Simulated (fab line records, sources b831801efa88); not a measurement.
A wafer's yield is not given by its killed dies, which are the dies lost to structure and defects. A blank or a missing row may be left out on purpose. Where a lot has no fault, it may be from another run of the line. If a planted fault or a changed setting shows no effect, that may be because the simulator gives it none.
Which of the tools did it?    flow gf180mcu    12 lots, 36 wafers sampled, at 3 steps of a route of 602

## WHAT THE GAUGES READ, wafer by wafer
GF_V2_BOW_MEAS_05.
lot   measured      on            V2_BOW (um)
L075  day 19 11:05  filmMetro-04  101 96 96
L077  day 20 11:25  filmMetro-03  88 94 82
L079  day 21 04:28  filmMetro-03  88 85 99
L081  day 22 04:50  filmMetro-03  102 101 109
L083  day 22 13:00  filmMetro-03  103 95 95
L085  day 23 10:52  filmMetro-04  111 109 116
L087  day 24 01:10  filmMetro-04  108 102 102
L089  day 24 21:17  filmMetro-02  103 107 96
L091  day 25 09:46  filmMetro-02  109 105 103
L093  day 25 22:13  filmMetro-02  101 105 104
L095  day 26 17:59  filmMetro-02  103 97 90
L097  day 27 09:01  filmMetro-03  90 101 97

## EACH LOT AND THE TOOL THAT RAN IT (in order: tool; ch and the chambers of the sampled wafers; start)
lot   GF_SALICIDE_SPUTTER_02       GF_M2_SPUTTER_00
L075  pvdSputter-04, day 15 08:18  pvdSputter-02, day 18 09:19
L077  pvdSputter-02, day 16 05:48  pvdSputter-04, day 19 09:29
L079  pvdSputter-04, day 16 22:43  pvdSputter-02, day 20 03:26
L081  pvdSputter-04, day 17 22:05  pvdSputter-02, day 21 04:04
L083  pvdSputter-02, day 18 07:05  pvdSputter-04, day 21 12:25
L085  pvdSputter-04, day 19 04:23  pvdSputter-03, day 22 10:11
L087  pvdSputter-04, day 19 18:28  pvdSputter-02, day 23 00:24
L089  pvdSputter-03, day 20 16:59  pvdSputter-02, day 23 21:28
L091  pvdSputter-03, day 21 07:32  pvdSputter-04, day 24 10:47
L093  pvdSputter-04, day 21 20:48  pvdSputter-03, day 24 22:37
L095  pvdSputter-03, day 22 17:53  pvdSputter-04, day 25 19:25
L097  pvdSputter-02, day 23 10:11  pvdSputter-03, day 26 10:33
- GF_SALICIDE_SPUTTER_02: material Co, target thk 10 nm, time 20 s.
- GF_M2_SPUTTER_00: material Ti, target thk 37.5 nm, time 150 s.

## THE ANSWER, worked out from the rows above alone
Rule: the lots themselves supply what counts as usual. Put in order of their means at a reading, lots are off if they are a third of the lots or fewer, leave a main group of 4 or more, and stand apart from it by a gap of 3 or more times the standard deviation of the main group's means; of several such gaps the widest counts. The tables above print the reading to a certain number of digits; a main group whose means all agree to those digits is not used. A lot without any number at a reading at which 4 lots or more have one is off too. The other lots that the step has rows for count as sound.
No lot is off at any reading shown: from this, nothing can be told.

## WHAT THE SIMULATOR PUT IN
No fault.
